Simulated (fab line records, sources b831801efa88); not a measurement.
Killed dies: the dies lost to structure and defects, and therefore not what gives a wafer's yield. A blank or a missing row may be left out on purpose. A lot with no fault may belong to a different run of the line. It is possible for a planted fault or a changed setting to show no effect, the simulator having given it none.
What tool caused it?	flow gf180mcu	12 lots, 36 wafers sampled, at 3 steps of a route of 602

WHAT EACH GAUGE READ, for each wafer
GF_CONTACT_THK_MEAS_01. Usual: CONTACT_CVD_00_THK 299 nm, standard deviation 3.1.
lot	measured	on	CONTACT_CVD_00_THK (nm)	flag
L463	day 15 02:14	film-metro-01	300 302 302	
L464	day 15 18:15	film-metro-03	303 302 302	
L466	day 16 03:20	film-metro-03	304 302 299	
L467	day 16 18:25	film-metro-04	299 300 302	
L469	day 17 15:19	film-metro-03	300 299 298	
L473	day 18 23:31	film-metro-03	290 293 293	
L476	day 19 23:17	film-metro-03	296 296 296	
L480	day 21 07:51	film-metro-01	237 239 298	OFF
L483	day 22 08:51	film-metro-01	303 299 299	
L482	day 22 09:11	film-metro-01	299 240 297	OFF
L484	day 22 14:25	film-metro-04	296 297 299	
L486	day 23 08:00	film-metro-03	294 296 293	

EACH LOT AND THE TOOL THAT RAN IT (in order: tool; ch and the chambers of the sampled wafers; start)
lot	GF_SALICIDE_SPUTTER_02	GF_CONTACT_CVD_00
L463	pvd-sputter-04, day 15 01:40	hdpcvd-01 ch 1,2, day 15 02:12
L464	pvd-sputter-01, day 15 17:41	hdpcvd-01 ch 1,2, day 15 18:12
L466	pvd-sputter-01, day 16 02:46	hdpcvd-01 ch 0,1,2, day 16 03:17
L467	pvd-sputter-02, day 16 17:50	hdpcvd-01 ch 0,1,2, day 16 18:22
L469	pvd-sputter-01, day 17 14:43	hdpcvd-02 ch 0,2, day 17 15:15
L473	pvd-sputter-02, day 18 18:32	hdpcvd-02 ch 0,2, day 18 23:28
L476	pvd-sputter-02, day 19 22:43	hdpcvd-02 ch 0,1, day 19 23:14
L480	pvd-sputter-01, day 21 07:10	hdpcvd-02 ch 0,1, day 21 07:47
L483	pvd-sputter-01, day 22 08:17	hdpcvd-01 ch 0,1,2, day 22 08:48
L482	pvd-sputter-04, day 22 08:37	hdpcvd-02 ch 0,2, day 22 09:08
L484	pvd-sputter-04, day 22 13:38	hdpcvd-01 ch 1,2, day 22 14:22
L486	pvd-sputter-01, day 23 07:26	hdpcvd-01 ch 0,1, day 23 07:57
- GF_SALICIDE_SPUTTER_02: material Co, target thk 10 nm, time 20 s.
- GF_CONTACT_CVD_00: deposits SiO2, target thk 300 nm, time 50 s.

AS READ BY THE TOOLS THEMSELVES (means over the sampled wafers that have a number; for cases with no such wafer, the mark the record gives instead)
GF_SALICIDE_SPUTTER_02. Usual: chamber-pressure-pa 0.4000 Pa, standard deviation 0.00081; throttle-valve-pct 30.3 %, standard deviation 0.85.
lot	tool	chamber-pressure-pa (Pa)	throttle-valve-pct (%)	flag
L463	pvd-sputter-04	0.4004	30.6	
L464	pvd-sputter-01	0.4004	30.2	
L466	pvd-sputter-01	0.4012	30.9	
L467	pvd-sputter-02	0.3996	29.7	
L469	pvd-sputter-01	0.3990	30.3	
L473	pvd-sputter-02	0.4011	30.2	
L476	pvd-sputter-02	0.3996	30.8	
L480	pvd-sputter-01	0.3998	30.1	
L483	pvd-sputter-01	0.4001	30.6	
L482	pvd-sputter-04	0.4002	30.2	
L484	pvd-sputter-04	0.4003	30.3	
L486	pvd-sputter-01	0.4001	30.9	

GF_CONTACT_CVD_00. Usual: sih4-flow-sccm 59.98 sccm, standard deviation 0.18.
lot	tool	sih4-flow-sccm (sccm)	flag
L463	hdpcvd-01	59.85	
L464	hdpcvd-01	60.09	
L466	hdpcvd-01	59.98	
L467	hdpcvd-01	60.13	
L469	hdpcvd-02	59.86	
L473	hdpcvd-02	60.49	
L476	hdpcvd-02	59.95	
L480	hdpcvd-02	52.08	OFF
L483	hdpcvd-01	60.07	
L482	hdpcvd-02	55.97	OFF
L484	hdpcvd-01	59.83	
L486	hdpcvd-01	60.01	

THE ANSWER, worked out from the rows above alone
Rule: lot off if the mean of its wafers having a number is beyond 3 standard deviations from the usual mean. A lot without any number at a reading at which 4 lots or more have one is off too. Any other lot the step has rows for is counted as sound. After the gauges, taken in route order, come the tools' own readings; for these a lot's mean is taken, as printed above. The first step at which some lot is off is used, and at that step the reading that is off furthest; a lot without a number counts as furthest.
Off: at GF_CONTACT_THK_MEAS_01 (CONTACT_CVD_00_THK), L480, L482.
A tool fits if, at a process step before that reading, it ran every lot that is off, and no sound lot after the first of them. The gauges at GF_CONTACT_THK_MEAS_01 aren't tried: what is off there is off at GF_CONTACT_CVD_00 too, on other tools, and a gauge's error can't cause that. One fits: hdpcvd-02 at GF_CONTACT_CVD_00. Its last sound lot is L476 (day 19 23:14), its first lot that is off L480 (day 21 07:47): a fault that began between those two fits.
The tool's own readings at GF_CONTACT_CVD_00 bear it out: on the lots that are off they differ by more than 5 times the standard deviation of the sound lots' means. sih4-flow-sccm reads 54.02 sccm there against 60.03 sccm on the sound lots.

WHAT WAS PUT IN BY THE SIMULATOR
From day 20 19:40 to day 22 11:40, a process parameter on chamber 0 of hdpcvd-02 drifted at GF_CONTACT_CVD_00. A move of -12 in setting sih4-flow-sccm, from 60. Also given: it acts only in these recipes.
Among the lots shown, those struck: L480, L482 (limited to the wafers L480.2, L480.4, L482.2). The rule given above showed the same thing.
